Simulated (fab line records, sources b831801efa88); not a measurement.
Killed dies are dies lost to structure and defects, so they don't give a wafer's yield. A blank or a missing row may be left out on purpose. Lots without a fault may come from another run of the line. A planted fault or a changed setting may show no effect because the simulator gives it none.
Chamber matching | flow sky130 | SKY_PASSIVATION_CVD_00 on pecvd-01: 3 sister chambers
The step deposits SiO2, target thk 90 nm. 6 wafers are shown with their chamber, then 7 later ones without.

WAFERS WITH THEIR CHAMBER
wafer  | chamber | heater_power_w (W)
L085.3 | 2       | 606
L085.4 | 0       | 614
L086.4 | 1       | 695
L086.5 | 0       | 629
L094.1 | 2       | 580
L094.2 | 1       | 767

WAFERS WITHOUT THEIR CHAMBER
wafer  | heater_power_w (W)
L094.3 | 629
L094.4 | 615
L094.5 | 600
L094.6 | 772
L096.2 | 578
L096.4 | 578
L096.6 | 566

WHICH CHAMBER EACH WENT THROUGH
wafer  | from the rows above     | in truth
L094.3 | can't be placed: 0 or 2 | 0
L094.4 | can't be placed: 0 or 2 | 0
L094.5 | can't be placed: 2 or 0 | 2
L094.6 | 1                       | 1
L096.2 | can't be placed: 2 or 0 | 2
L096.4 | can't be placed: 2 or 0 | 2
L096.6 | can't be placed: 2 or 0 | 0
Placed correctly: 1 of 7. Can't be placed from these rows: 6 (the true chamber is among the candidates in 6). Placed wrongly: 0.
How it was worked out, from the rows above alone: a wafer's distance from a chamber is the root of the sum, over the readings, of the square of ((its reading less the chamber's mean) divided by the reading's scatter). The wafer belongs to the nearest chamber; if the next one is less than 2 further off, it can't be placed. A chamber's mean is the mean of its shown wafers. The scatter: the root of (the sum of the squares of (reading less its chamber's mean) over the shown wafers, divided by (wafers less chambers)).
